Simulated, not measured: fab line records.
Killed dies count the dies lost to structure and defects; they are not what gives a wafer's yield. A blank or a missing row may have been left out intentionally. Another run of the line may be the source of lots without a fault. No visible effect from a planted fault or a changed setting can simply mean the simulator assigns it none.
Check for tools in common	flow sky130	Lots sampled 11, wafers sampled 33

## WHY IT WAS OPENED
At SKY_PASSIVATION_THK_MEAS_03 the reading PASSIVATION_CVD_02_THK is flagged on 2 of 11 lots. Fault-free wafers read 540 nm, with a standard deviation of 6.4.
Rule: a lot is flagged when every wafer of it that has a number lies more than 4 standard deviations from that mean, or none has a number. All remaining lots are regarded as sound.

lot	measured	on	PASSIVATION_CVD_02_THK (nm), wafer by wafer	flag
L168	day 44 10:03	film-metro-02	542 542 539	
L169	day 44 20:32	film-metro-03	539 539 547	
L170	day 45 02:09	film-metro-03	542 542 550	
L172	day 45 10:55	film-metro-01	535 537 542	
L174	day 45 20:34	film-metro-02	550 557 551	
L175	day 46 03:58	film-metro-03	537 543 540	
L177	day 46 14:17	film-metro-03	590 602 599	FLAGGED
L179	day 47 01:55	film-metro-03	597 585 603	FLAGGED
L185	day 48 17:29	film-metro-01	535 548 555	
L187	day 48 20:38	film-metro-01	537 540 543	
L190	day 49 21:22	film-metro-02	534 545 544	
The numbers of the flagged lots are 596 nm on average: +56 nm against the usual, or +9 standard deviations.

## WHICH TOOL EACH LOT WENT THROUGH
Before the reading, the record contains 2 process steps out of a 708-step route. Every cell lists first the tool, next ch and the chambers used by the sampled wafers, and last the start.
lot	flag	SKY_METAL4_DESCUM_15	SKY_PASSIVATION_CVD_02
L168		rie-metal-01 ch 0,1, day 42 08:00	pecvd-02 ch 0,1,2, day 44 09:55
L169		rie-metal-03 ch 0,1, day 42 20:20	pecvd-03 ch 1,2, day 44 20:11
L170		rie-metal-04 ch 0,1, day 43 00:35	pecvd-03 ch 0,2, day 45 01:49
L172		rie-metal-03 ch 0,1, day 43 09:44	pecvd-03 ch 0,2, day 45 10:41
L174		rie-metal-01 ch 0,1, day 43 20:47	pecvd-02 ch 0,1,2, day 45 20:26
L175		rie-metal-01 ch 0,1, day 44 05:11	pecvd-02 ch 0,2, day 46 03:43
L177	FLAGGED	rie-metal-04 ch 0,1, day 44 16:03	pecvd-02 ch 0,1, day 46 13:52
L179	FLAGGED	rie-metal-03 ch 0,1, day 45 04:14	pecvd-02 ch 0,1,2, day 47 01:41
L185		rie-metal-03 ch 0,1, day 46 22:05	pecvd-03 ch 0,1,2, day 48 17:16
L187		rie-metal-01 ch 0,1, day 47 01:59	pecvd-01 ch 0,1, day 48 20:25
L190		rie-metal-01 ch 0, day 48 05:55	pecvd-03 ch 0,1,2, day 49 21:07
These steps, and what they do:
- SKY_METAL4_DESCUM_15: chemistry O2, time 8 s.
- SKY_PASSIVATION_CVD_02: deposits Si3N4, target thk 540 nm.
- SKY_PASSIVATION_THK_MEAS_03

## FLAGGED OVER TOTAL, TOOL BY TOOL (the gauges that took the reading come last)
step	tool	lots run	flagged	share of the flagged lots	sound lots run after its first flagged lot
SKY_METAL4_DESCUM_15	rie-metal-01	5	0	none	-
SKY_METAL4_DESCUM_15	rie-metal-03	4	1	some	1 (L185)
SKY_METAL4_DESCUM_15	rie-metal-04	2	1	some	0
SKY_PASSIVATION_CVD_02	pecvd-01	1	0	none	-
SKY_PASSIVATION_CVD_02	pecvd-02	5	2	all	0
SKY_PASSIVATION_CVD_02	pecvd-03	5	0	none	-
SKY_PASSIVATION_THK_MEAS_03	film-metro-01	3	0	none	-
SKY_PASSIVATION_THK_MEAS_03	film-metro-02	3	0	none	-
SKY_PASSIVATION_THK_MEAS_03	film-metro-03	5	2	all	0

## WHAT IS ALLOWED BY THE TABLE
pecvd-02 at SKY_PASSIVATION_CVD_02 and film-metro-03 at SKY_PASSIVATION_THK_MEAS_03 are the 2 rows of the table that ran each flagged lot.
- pecvd-02 at SKY_PASSIVATION_CVD_02 ran 5 lots, 2 of them flagged. A fault beginning between L175 (day 46 03:43), its last sound lot, and L177 (day 46 13:52), its first flagged one, fits the data.
- film-metro-03 at SKY_PASSIVATION_THK_MEAS_03 ran 5 lots, 2 of them flagged. A fault beginning between L175 (day 46 03:58), its last sound lot, and L177 (day 46 14:17), its first flagged one, fits the data.
Because each of these 2 tools fits a fault that began at some hour, counting lots does not separate them. More lots, or a look at what each step does to the wafer, might.

## WHAT THE SIMULATOR HAD PUT IN
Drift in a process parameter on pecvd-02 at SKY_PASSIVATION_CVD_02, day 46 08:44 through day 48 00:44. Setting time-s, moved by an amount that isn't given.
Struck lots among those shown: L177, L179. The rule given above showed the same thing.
